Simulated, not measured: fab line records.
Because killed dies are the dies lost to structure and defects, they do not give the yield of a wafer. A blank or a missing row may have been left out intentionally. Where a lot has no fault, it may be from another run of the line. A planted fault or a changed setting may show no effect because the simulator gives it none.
Code-filled problem report in 8D (eight disciplines) form ; flow sky130 ; the parts of the form that need people (team, actions taken, sign-off) are left out

1. THE PROBLEM
Across 6 wafers from 2 lots, LI_CONTACT_W_RS at SKY_LI_CONTACT_RS_MEAS_22 averages 0.261 ohm/sq, while fault-free wafers read 0.286 ohm/sq with a standard deviation of 0.0052. That is -4.8 standard deviations from the usual mean.
The step: measures by four-point-probe.
Seen first at day 33 02:59 on film metro-04, wafer L294.1. Wafers with a number at this step in the record: 30, from 10 lots. Rule for "out" (also "out of limits"): further than 4 standard deviations from the usual mean. The other wafers with a number count as sound.

2. WHAT THIS IS AND IS NOT
question;is;is not
which readings at this step;LI_CONTACT_W_RS;-
which lots;L294, L300;L283, L286, L288, L291, L293, L295, L304, L306
which wafers of those lots;all that have a number;-
read on which gauges;film metro-02, film metro-04;film metro-01
when;from day 33 02:59;"up to then (15 sound wafers); but 9 sound wafers of L295, L304, L306 came after"

3. WHAT RULES OUT EACH SUSPECT
Counting: a tool stays on the suspect list if, at a process step up to the reading, it processed all lots that are out and no sound lot following the first of them.
- the gauge at SKY_LI_CONTACT_RS_MEAS_22 has been ruled out. The wafers that are out were read on 2 gauges (film metro-02, film metro-04).
- plasma asher-03 at SKY_SD_N_STRIP_11 (strips in O2/N2): ruled out as a lasting fault. After its first lot that is out, L294 (day 31 21:22), sound lots L295, L304 ran on it.
- cvd w-01 at SKY_LI_CONTACT_CVD_21 (deposits W, target thk 400 nm, time 120.56 s): kept. It ran every lot that is out, first L294 (day 33 02:51), and no sound lot after that; its last sound lot up to then is L293 (day 33 00:26).
After counting, what remains is cvd w-01 at SKY_LI_CONTACT_CVD_21.

4. THE CAUSE (what the simulator had put in)
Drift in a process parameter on cvd w-01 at SKY_LI_CONTACT_CVD_21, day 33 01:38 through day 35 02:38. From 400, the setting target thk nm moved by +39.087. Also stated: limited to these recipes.
The count eliminated every tool but this one.

5. THE EFFECT CHAIN, in route order
One row per reading whose mean, taken over the struck wafers that have a number, lies over 3 standard deviations from the usual. Readings are gone through only where the record gives a usual standard deviation; hours: the median, over the lots, of the time from a lot's start at the first step in this table giving one to that lot's start at this step; sigmas: the change measured in usual standard deviations.
hours;step;reading;usual;on struck wafers;change;sigmas
0;SKY_LI_CONTACT_RS_MEAS_22;LI_CONTACT_W_RS;0.286 ohm/sq;0.261;-0.025;-4.8
0;SKY_LI_CONTACT_THK_MEAS_23;LI_CONTACT_W_THK;402 nm;440;+38;+4.1

6. WHAT WOULD HAVE CAUGHT IT SOONER
In this record the first reading out of limits at a measuring or inspecting step was taken at day 33 02:59, 1 hour after the fault began at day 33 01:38.
Tool readings at SKY_LI_CONTACT_CVD_21 with a usual standard deviation given in the record: none out on any struck wafer, hence no alarm at a limit of 4 standard deviations on them.
Lots out: 2; of these, L300 started SKY_LI_CONTACT_CVD_21 on cvd w-01 after day 33 02:59. Had the tool been put on hold then, it would have been spared.
